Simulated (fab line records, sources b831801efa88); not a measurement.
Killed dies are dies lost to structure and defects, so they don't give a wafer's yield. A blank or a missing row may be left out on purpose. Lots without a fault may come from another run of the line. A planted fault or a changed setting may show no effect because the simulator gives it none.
One fault seen from 2 desks | flow gf180mcu | each desk has only its own numbers; what lay behind them comes last

THE METROLOGY DESK
What the gauges read, lot by lot, whatever tool the lot ran on: means of the sampled wafers that have a number. A lot is out of limits, marked OUT, if its mean lies more than 4 standard deviations from the usual mean; the brackets give that distance.
Columns: A = V4_W_RS at GF_V4_RS_MEAS_24, usual 0.327 ohm/sq; B = V4_W_THK at GF_V4_THK_MEAS_25, usual 348 nm; C = MIM_CVD_05_THK at GF_MIM_THK_MEAS_06, usual 42.0 nm; D = MIM_ALCU_RS at GF_MIM_RS_MEAS_10, usual 0.1603 ohm/sq; E = MIM_ALCU_THK at GF_MIM_THK_MEAS_11, usual 202.3 nm
lot  | first seen here | A     | B   | C    | D                 | E
L415 | day 25 04:18    | 0.328 | 352 | 41.5 | 0.1610            | 202.0
L419 | day 26 16:47    | 0.326 | 351 | 42.2 | 0.1588            | 204.5
L421 | day 27 07:23    | 0.330 | 349 | 42.0 | 0.1603            | 202.5
L422 | day 27 10:23    | 0.325 | 345 | 42.3 | 0.1609            | 200.2
L434 | day 30 22:25    | 0.327 | 345 | 41.9 | 0.1532 (-4.4) OUT | 213.1 (+5.4) OUT
This desk's finding: out of limits on L434; first on L434, day 30 23:19 (MIM_ALCU_RS at GF_MIM_RS_MEAS_10). In limits: L415, L419, L421, L422.

THE TOOL OWNER'S DESK: pvd_sputter-03
The tool's own readings at GF_MIM_SPUTTER_08 (material AlCu, target thk 200 nm, time 10.6 s): means of the sampled wafers that have a number, for each lot that ran on this tool. A lot is out of limits, marked OUT, if its mean lies more than 4 standard deviations from the usual mean; the brackets give that distance.
Columns: A = cathode_dc_power_W at GF_MIM_SPUTTER_08, usual 10600 W; B = throttle_valve_pct at GF_MIM_SPUTTER_08, usual 29.8 %
lot  | first seen here | A                       | B
L415 | day 25 05:08    | 10598                   | 29.2
L434 | day 30 23:16    | 11019 (+99 or more) OUT | 29.2
This desk's finding: out of limits on L434; first on L434, day 30 23:16 (cathode_dc_power_W at GF_MIM_SPUTTER_08). In limits: L415.

PUT TOGETHER
The tool owner's desk could have raised an alarm at day 30 23:16, on L434.
The metrology desk could have raised an alarm at day 30 23:19, on L434.
Of the lots named, all ran GF_MIM_SPUTTER_08 on pvd_sputter-03.

WHAT THE SIMULATOR HAD PUT IN
Process parameter drift: pvd_sputter-03, from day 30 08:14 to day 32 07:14, at GF_MIM_SPUTTER_08. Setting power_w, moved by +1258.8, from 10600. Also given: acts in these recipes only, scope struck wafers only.
Lots struck among those shown: L434.
Hours from the fault's start to each desk's first reading out of limits: the tool owner's desk, 15; the metrology desk, 15.
